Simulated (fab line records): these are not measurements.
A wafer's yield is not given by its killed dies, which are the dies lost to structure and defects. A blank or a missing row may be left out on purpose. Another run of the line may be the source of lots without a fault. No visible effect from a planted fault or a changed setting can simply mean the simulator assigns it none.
fab line records | flow sky130
[record] lots = 12 wafers = 36 last_day = 50
route steps=708 shown LOCAL_INTERCONNECT@402 CONTACT@409 METAL1@437 PAD_OPEN@708
lots that met no fault: taken from a fault-free run of the same line
start_h: the number of hours between the record's first day and the start of the first shown wafer of the lot | wait_h: hours since the lot's step before | " the same as in the row above | L1.1+2: a row that stands for several wafers | - either no value or no given start | * or withheld: withheld | < > ~ a bound
route shown NAME@n: a module of which the file shows steps, and the number in the route of the first | usual: mean/standard deviation of fault-free wafers | same: alike in all rows | chamber/n: place in a boat | sites: readings site by site | _std_site: their standard deviation | _edge_site: outer sites' mean less inner sites' | radius_mm: how far each site lies from the wafer's centre | mask NAME#n: copy n | behind: the last tool/chamber to shape the wafer | hold: what put the lot on hold/how long, in hours/how the hold closed | device: names the non-switching transistor (n, p or np) | end of line: tests of these same wafers at the route's end | where a step has no rows: the recipe by itself | killed: not the wafer's yield, but the dies lost to structure and defects at the first sort | map: per-die view of a wafer (x killed, . not killed, _ where there is no die)
set.NAME: the setting that was run; set.NAME@STEP: the one run at that earlier step | model.NAME: the simulator's own value behind a step, which no gauge read
steps of the route over a sample of lots; a table a step, a row a wafer
services: a tool's chamber out of use, with start hour (start_h, from the record's first day; less than 0 if before it), hours out, and reason
[[steps]]
[step SKY_LOCAL_INTERCONNECT_STRIP_15]
[recipe] chemistry = O2/N2 power_w = 1400 pressure_mtorr = 1500 platen_temp_c = withheld o2_flow_sccm = 3000 n2_flow_sccm = 300 overash_fraction = 0.5
[usual] chamber_pressure_mTorr = 1500.0/1.4 drypump_motor_current_A = 5.8/0.49 oes_product_au = 0.427/0.0042 strip_time_to_endpoint_s = 4.720/0.017
// columns lot.wafer tool chamber start_h wait_h chamber_pressure_mTorr drypump_motor_current_A oes_product_au rf_hours_counter_h strip_time_to_endpoint_s
L926.1 plasma_asher-01 0 694.79 0.0 1501.5 6.5 0.420 88 4.724
L926.4 " 0 " " 1501.5 6.5 0.420 - 4.709
L926.5 " 0 " " 1498.5 6.5 0.429 - 4.701
L928.1 plasma_asher-04 0 729.37 0.0 1500.1 5.6 0.425 61 4.729
L928.2 " 1 " " 1498.6 5.2 0.420 61 4.715
L928.6 " 1 " " 1498.6 5.2 0.424 - 4.716
L929.4 plasma_asher-01 0 734.06 0.1 1500.5 6.5 0.433 - 4.709
L929.5 " 1 " " 1502.4 6.6 0.427 - 4.706
L929.6 " 0 " " 1501.9 6.5 0.432 - 4.711
L930.1 plasma_asher-04 0 737.34 0.0 1496.8 5.6 0.425 63 4.743
L930.2 " 1 " " 1501.3 5.2 0.433 63 4.713
L930.5 " 0 " " 1501.2 5.6 0.422 - 4.714
L931.1 plasma_asher-01 0 746.64 0.0 1501.1 6.5 0.424 93 4.694
L931.3 " 1 " " 1501.4 6.6 0.415 - 4.717
L931.6 " 0 " " 1499.1 6.4 0.433 - 4.706
L939.2 plasma_asher-01 1 810.48 0.0 1499.1 6.6 0.430 100 4.734
L939.3 " 0 " " 1497.8 6.5 0.427 - 4.744
L939.6 " 1 " " 1499.2 6.6 0.432 - 4.722
L940.2 plasma_asher-03 0 812.34 0.0 1498.9 5.6 0.429 37 4.702
L940.3 " 1 " " 1498.8 5.7 0.426 - 4.731
L940.4 " 0 " " 1502.0 5.6 0.434 - 4.712
L943.1 plasma_asher-03 0 844.44 0.0 1499.2 5.6 0.423 41 4.731
L943.5 " 1 " " 1500.6 5.7 0.427 - 4.703
L943.6 " 0 " " 1500.7 5.6 0.427 - 4.741
L944.2 plasma_asher-03 1 848.04 0.0 1500.2 5.7 0.419 42 4.692
L944.4 " 0 " " 1499.9 5.6 0.427 - 4.707
L944.5 " 1 " " 1500.9 5.7 0.425 - 4.685
L947.2 plasma_asher-04 1 876.24 0.0 1499.2 5.2 0.427 75 4.741
L947.5 " 1 " " 1502.5 5.2 0.429 - 4.726
L947.6 " 0 " " 1500.4 5.6 0.425 - 4.750
L948.2 plasma_asher-04 0 882.03 0.0 1499.6 5.5 0.431 76 4.692
L948.3 " 1 " " 1500.7 5.2 0.428 - 4.721
L948.6 " 1 " " 1500.8 5.2 0.423 - 4.695
L949.2 plasma_asher-01 1 889.54 0.1 1500.0 6.6 0.422 109 4.690
L949.4 " 1 " " 1498.6 6.5 0.428 - 4.720
L949.5 " 0 " " 1499.4 6.5 0.428 - 4.711
[step SKY_CONTACT_THK_MEAS_03]
[recipe] reads = SiO2_of_CONTACT_HDPCVD_02
[usual] CONTACT_HDPCVD_THK = 564/5.3
// columns lot.wafer tool chamber start_h wait_h CONTACT_HDPCVD_THK[nm]
L926.1 film_metro-03 - 695.55 0.0 564
L926.4 " - " " 564
L926.5 " - " " 559
L928.1 film_metro-04 - 730.15 0.0 565
L928.2 " - " " 563
L928.6 " - " " 570
L929.4 film_metro-03 - 734.81 0.0 561
L929.5 " - " " 560
L929.6 " - " " 563
L930.1 film_metro-04 - 738.10 0.0 561
L930.2 " - " " 552
L930.5 " - " " 554
L931.1 film_metro-03 - 747.40 0.0 565
L931.3 " - " " 561
L931.6 " - " " 565
L939.2 film_metro-04 - 811.26 0.0 552
L939.3 " - " " 562
L939.6 " - " " 566
L940.2 film_metro-04 - 813.11 0.0 574
L940.3 " - " " 572
L940.4 " - " " 574
L943.1 film_metro-04 - 845.19 0.0 561
L943.5 " - " " 566
L943.6 " - " " 558
L944.2 film_metro-03 - 848.84 0.0 568
L944.4 " - " " 569
L944.5 " - " " 563
L947.2 film_metro-04 - 877.01 0.0 574
L947.5 " - " " 563
L947.6 " - " " 564
L948.2 film_metro-03 - 882.80 0.0 572
L948.3 " - " " 571
L948.6 " - " " 570
L949.2 film_metro-01 - 890.46 0.0 564
L949.4 " - " " 561
L949.5 " - " " 560
[step SKY_CONTACT_ETCH_16]
[recipe] chemistry = N2/H2 target = BARC ion_energy_ev = 200 source_w = 500 bias_w = 100 pressure_mtorr = 30 n2_flow_sccm = 100 h2_flow_sccm = 200 stop_on = SiO2 time_s = 45.9 target_depth_a = 600
[usual] chamber_pressure_mTorr = 30.000/0.029 drypump_motor_current_A = 5.8/0.51 h2_flow_sccm = 200.0/0.55 oes_product_au = 0.855/0.0048 rf_fwd_power_W = 494.4/2.1 throttle_valve_pct = 13.226/0.0091
[same] time_s = 45.9
// columns lot.wafer tool chamber start_h wait_h chamber_pressure_mTorr drypump_motor_current_A h2_flow_sccm oes_product_au rf_fwd_power_W rf_hours_counter_h throttle_valve_pct
L926.1 rie_diel-03 0 723.39 0.0 29.981 6.2 199.7 0.852 493.4 7 13.232
L926.4 " 2 " " 29.960 5.7 200.6 0.855 494.4 9 13.245
L926.5 " 0 " " 29.957 6.2 199.0 0.864 493.2 - 13.250
L928.1 rie_diel-04 3 758.38 0.0 29.972 5.7 199.6 0.853 487.5 10 13.224
L928.2 " 2 " " 29.999 5.1 200.0 0.858 497.5 3 13.228
L928.6 " 0 " " 30.043 6.3 200.4 0.851 491.2 - 13.219
L929.4 rie_diel-04 2 762.69 0.0 29.995 5.1 200.0 0.859 496.7 3 13.220
L929.5 " 0 " " 30.002 6.2 200.2 0.853 493.7 - 13.215
L929.6 " 3 " " 29.982 5.7 200.3 0.852 491.2 - 13.217
L930.1 rie_diel-04 1 766.07 0.0 30.073 5.5 199.7 0.848 494.4 14 13.221
L930.2 " 0 " " 29.990 6.2 200.0 0.854 492.3 4 13.220
L930.5 " 2 " " 30.037 5.1 200.0 0.856 496.5 - 13.235
L931.1 rie_diel-02 3 775.42 0.0 30.024 6.7 200.1 0.856 491.5 6 13.221
L931.3 " 0 " " 30.048 6.1 199.9 0.846 494.4 11 13.216
L931.6 " 3 " " 29.999 6.6 199.7 0.855 490.7 - 13.222
L939.2 rie_diel-02 0 837.92 0.0 30.048 6.1 199.2 0.859 571.7 13 13.233
L939.3 " 3 " " 29.996 6.6 198.6 0.852 571.9 7 13.232
L939.6 " 2 " " 29.989 5.7 199.6 0.848 576.2 - 13.219
L940.2 rie_diel-02 3 839.73 0.0 29.993 6.6 199.8 0.856 571.3 7 13.235
L940.3 " 2 " " 30.006 5.7 199.7 0.853 577.5 12 13.226
L940.4 " 1 " " 30.009 6.0 199.9 0.857 575.6 4 13.228
L943.1 rie_diel-03 3 871.73 0.0 29.986 5.4 200.5 0.853 493.8 8 13.241
L943.5 " 1 " " 30.064 4.7 201.0 0.851 495.9 - 13.217
L943.6 " 0 " " 30.003 6.3 199.9 0.852 496.0 - 13.232
L944.2 rie_diel-03 3 875.59 0.0 29.976 5.3 200.2 0.853 494.4 8 13.212
L944.4 " 1 " " 29.965 4.7 199.6 0.859 497.2 4 13.230
L944.5 " 0 " " 30.042 6.2 201.1 0.860 495.0 - 13.230
L947.2 rie_diel-04 1 902.43 0.0 29.968 5.5 200.8 0.847 495.6 18 13.222
L947.5 " 3 " " 30.006 5.7 199.4 0.851 492.4 - 13.226
L947.6 " 0 " " 30.031 6.3 200.0 0.862 494.1 - 13.244
L948.2 rie_diel-02 3 908.88 0.0 29.974 6.6 198.7 0.853 492.7 10 13.208
L948.3 " 0 " " 30.008 6.0 200.1 0.852 496.6 16 13.208
L948.6 " 1 " " 29.974 6.0 200.2 0.853 494.1 - 13.215
L949.2 rie_diel-03 1 915.33 0.0 30.014 4.7 200.3 0.852 497.1 5 13.218
L949.4 " 2 " " 29.981 5.7 198.8 0.862 493.3 15 13.221
L949.5 " 2 " " 30.034 5.7 199.7 0.858 494.3 - 13.230
[step SKY_METAL1_SPUTTER_03]
[recipe] material = Ti target_thk_nm = 5 power_w = 3000 time_s = 3.3 chamber_pressure_pa = 0.4
[usual] throttle_valve_pct = 29.5/1
[same] time_s = 3.3
// columns lot.wafer tool chamber start_h wait_h throttle_valve_pct
L926.1 pvd_sputter-01 - 724.84 0.0 27.7
L926.4 " - " " 29.1
L926.5 " - " " 27.8
L928.1 pvd_sputter-02 - 759.84 0.0 29.2
L928.2 " - " " 29.1
L928.6 " - " " 30.2
L929.4 pvd_sputter-04 - 764.14 0.0 31.9
L929.5 " - " " 31.7
L929.6 " - " " 28.3
L930.1 pvd_sputter-01 - 767.61 0.0 29.2
L930.2 " - " " 30.7
L930.5 " - " " 29.7
L931.1 pvd_sputter-02 - 776.92 0.0 29.9
L931.3 " - " " 29.0
L931.6 " - " " 29.1
L939.2 pvd_sputter-04 - 839.41 0.0 29.6
L939.3 " - " " 28.1
L939.6 " - " " 30.6
L940.2 pvd_sputter-02 - 841.18 0.0 30.1
L940.3 " - " " 30.1
L940.4 " - " " 29.0
L943.1 pvd_sputter-01 - 873.18 0.0 27.8
L943.5 " - " " 29.4
L943.6 " - " " 29.8
L944.2 pvd_sputter-01 - 877.14 0.0 27.7
L944.4 " - " " 29.7
L944.5 " - " " 28.0
L947.2 pvd_sputter-04 - 903.91 0.0 30.6
L947.5 " - " " 28.1
L947.6 " - " " 31.7
L948.2 pvd_sputter-01 - 910.33 0.0 30.3
L948.3 " - " " 29.5
L948.6 " - " " 27.6
L949.2 pvd_sputter-02 - 916.78 0.0 29.3
L949.4 " - " " 30.2
L949.5 " - " " 30.1
[step SKY_PAD_OPEN_PROBE_99]
[usual] killed_at_M0_to_M3 = 45/6.8 killed_at_M4_up = 3.2/1.6 killed_at_contacts = 24/5.1 killed_at_front_end = 14/4.4 killed_at_other = 0.4/0.65 killed_dies = 87/8.8 killed_open = 47/7.2 killed_short = 39/6.1
[same] gross_dies = 492 killed_at_back_side = 0
// columns lot.wafer tool chamber start_h wait_h killed_at_M0_to_M3 killed_at_M4_up killed_at_contacts killed_at_front_end killed_at_other killed_dies killed_open killed_short
L930.1 prober-02 - 1099.10 0.1 44 2 18 13 0 77 41 36
L930.2 prober-02 - 1099.15 0.1 50 2 35 12 0 99 53 46
L930.5 prober-02 - 1099.30 0.2 43 2 13 13 1 72 30 42
L931.1 prober-01 - 1104.90 0.1 45 2 23 5 1 76 33 42
L931.3 prober-01 - 1105.00 0.2 50 4 30 7 0 91 51 40
L931.6 prober-01 - 1105.15 0.2 51 2 27 16 3 99 46 50
L939.2 prober-01 - 1150.88 0.1 51 4 12 21 1 89 47 42
L939.3 prober-01 - 1150.93 0.2 38 2 26 7 1 74 39 34
L939.6 prober-01 - 1151.08 0.2 31 4 24 17 0 76 38 38
L940.2 prober-02 - 1153.63 0.1 38 3 27 12 0 80 34 46
L940.3 prober-02 - 1153.68 0.2 47 5 21 20 1 94 49 44
L940.4 prober-02 - 1153.73 0.2 54 1 17 15 0 87 41 46
L943.1 prober-01 - 1174.47 0.1 41 5 28 15 0 89 45 44
L943.5 prober-01 - 1174.67 0.2 46 5 20 10 0 81 40 40
L943.6 prober-01 - 1174.72 0.2 41 3 26 21 1 92 52 39
// killed by level:class
L930.1 VIA3:geometric_particle:open=8 CONTACT:geometric_particle:open=7 VIA1:geometric_particle:open=7 CONTACT:geometric_particle:short=6 FIELD_ISO:geometric_particle:open=5 METAL2:geometric_particle:short=5 LI_CONTACT:geometric_particle:open=4 METAL1:geometric_particle:short=4
L930.2 CONTACT:geometric_particle:open=15 VIA1:geometric_particle:open=8 METAL2:geometric_particle:short=7 METAL1:geometric_particle:short=7 VIA2:geometric_particle:open=7 LI_CONTACT:geometric_particle:open=6 VIA1:geometric_particle:short=6 VIA3:geometric_particle:open=6
L930.5 METAL1:geometric_particle:short=14 VIA1:geometric_particle:open=8 FIELD_ISO:geometric_particle:short=7 LI_CONTACT:geometric_particle:open=7 FIELD_ISO:geometric_particle:open=4 METAL2:geometric_particle:short=4 VIA3:geometric_particle:open=4 VIA2:geometric_particle:open=3
L931.1 METAL1:geometric_particle:short=8 LI_CONTACT:geometric_particle:open=7 CONTACT:geometric_particle:open=7 VIA3:geometric_particle:open=6 VIA1:geometric_particle:open=6 VIA3:geometric_particle:short=5 VIA2:geometric_particle:open=4 LOCAL_INTERCONNECT:geometric_particle:short=4
L931.3 VIA3:geometric_particle:open=13 CONTACT:geometric_particle:open=13 METAL2:geometric_particle:short=9 LI_CONTACT:geometric_particle:open=7 CONTACT:geometric_particle:short=7 VIA1:geometric_particle:open=5 VIA1:geometric_particle:short=4 VIA3:geometric_particle:short=4
L931.6 CONTACT:geometric_particle:open=16 METAL2:geometric_particle:short=8 CONTACT:geometric_particle:short=7 VIA2:geometric_particle:open=7 VIA1:geometric_particle:open=7 METAL3:geometric_particle:short=6 VIA1:geometric_particle:short=6 FIELD_ISO:geometric_particle:short=4
L939.2 VIA1:geometric_particle:open=13 VIA3:geometric_particle:open=11 POLY_GATE:geometric_particle:open=6 METAL1:geometric_particle:short=6 VIA2:geometric_particle:open=6 POLY_GATE:geometric_particle:short=5 LI_CONTACT:geometric_particle:short=5 VIA3:geometric_particle:short=5
L939.3 VIA3:geometric_particle:open=12 CONTACT:geometric_particle:open=7 METAL2:geometric_particle:short=7 LI_CONTACT:geometric_particle:open=6 CONTACT:geometric_particle:short=5 VIA2:geometric_particle:open=4 LI_CONTACT:geometric_particle:short=4 LOCAL_INTERCONNECT:geometric_particle:short=4
L939.6 CONTACT:geometric_particle:open=9 FIELD_ISO:geometric_particle:open=6 CONTACT:geometric_particle:short=6 VIA1:geometric_particle:open=6 VIA1:geometric_particle:short=6 FIELD_ISO:geometric_particle:short=5 LI_CONTACT:geometric_particle:open=5 METAL2:geometric_particle:short=4
L940.2 LI_CONTACT:geometric_particle:open=7 CONTACT:geometric_particle:open=7 METAL2:geometric_particle:short=6 VIA1:geometric_particle:short=5 VIA3:geometric_particle:short=5 VIA2:geometric_particle:short=5 FIELD_ISO:geometric_particle:short=4 POLY_GATE:geometric_particle:open=4
L940.3 CONTACT:geometric_particle:open=9 VIA1:geometric_particle:short=8 VIA3:geometric_particle:open=7 LI_CONTACT:geometric_particle:open=6 VIA1:geometric_particle:open=6 METAL2:geometric_particle:short=6 FIELD_ISO:geometric_particle:open=5 POLY_GATE:geometric_particle:short=5
L940.4 VIA1:geometric_particle:open=9 METAL2:geometric_particle:short=9 VIA1:geometric_particle:short=8 CONTACT:geometric_particle:open=8 METAL1:geometric_particle:short=6 VIA3:geometric_particle:open=6 LI_CONTACT:geometric_particle:open=5 VIA2:geometric_particle:open=5
L943.1 CONTACT:geometric_particle:open=9 VIA2:geometric_particle:open=8 CONTACT:geometric_particle:short=7 LI_CONTACT:geometric_particle:open=7 METAL1:geometric_particle:short=6 VIA3:geometric_particle:short=6 VIA1:geometric_particle:open=5 METAL2:geometric_particle:short=5
L943.5 VIA1:geometric_particle:open=9 LI_CONTACT:geometric_particle:open=8 METAL1:geometric_particle:short=7 VIA2:geometric_particle:open=6 VIA1:geometric_particle:short=6 CONTACT:geometric_particle:open=5 METAL2:geometric_particle:short=5 METAL4:geometric_particle:short=5
L943.6 VIA1:geometric_particle:open=11 LI_CONTACT:geometric_particle:open=10 FIELD_ISO:geometric_particle:short=6 VIA1:geometric_particle:short=6 FIELD_ISO:geometric_particle:open=5 CONTACT:geometric_particle:open=5 CONTACT:geometric_particle:short=5 METAL1:geometric_particle:short=4
[[services]]
// columns tool chamber start_h hours kind
rie_diel-02 1 677.84 18.0 repair
rie_diel-04 2 698.15 28.5 repair
rie_diel-04 3 708.87 3.9 repair
pvd_sputter-04 - 711.74 13.6 repair
rie_diel-03 - 731.83 0.1 repair
rie_diel-04 1 739.51 1.7 repair
plasma_asher-03 - 741.04 0.9 repair
pvd_sputter-02 - 743.48 5.8 repair
rie_diel-04 1 752.53 7.6 repair
plasma_asher-04 - 752.70 0.8 repair
plasma_asher-04 - 801.29 12.6 repair
rie_diel-02 3 804.66 1.8 repair
pvd_sputter-02 - 806.54 1.6 repair
rie_diel-02 3 811.23 15.4 repair
plasma_asher-03 - 842.77 0.4 repair
plasma_asher-04 - 842.84 0.3 repair
rie_diel-03 1 843.60 13.1 repair
rie_diel-04 3 849.32 2.4 repair
plasma_asher-01 - 858.36 3.5 repair
rie_diel-02 1 884.79 5.1 repair
rie_diel-03 - 898.55 4.2 repair
rie_diel-02 2 903.95 10.2 repair
pvd_sputter-01 - 912.02 5.0 repair
rie_diel-02 - 916.70 1.5 repair
[[key]]
[first_sign] step = SKY_CONTACT_ETCH_16 reading = rf_fwd_power_W direction = up sigmas = 37 usual = 494.4 struck = 574.0
effect none on later readings
met_at SKY_CONTACT_ETCH_16
struck_lots L939,L940
tester_left_out L939,L940
not_acting_at SKY_LOCAL_INTERCONNECT_STRIP_15,SKY_CONTACT_THK_MEAS_03,SKY_METAL1_SPUTTER_03
onset_between 775.42 837.92
[fault] kind = process_parameter_drift tool = rie_diel-02 chamber = - onset_h = 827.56 steps = SKY_CONTACT_ETCH_16 channel = source_w offset = 80 shape = step end_h = 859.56 acts_in = these_recipes_only stated = 500
// tester_left_out: of these lots the tester's yield and bins aren't shown, on N5 and GAA mostly nor the transistor test; their killed dies are dies lost to structure and defects alone, not to doping, threshold or leakage, so they don't give the yield
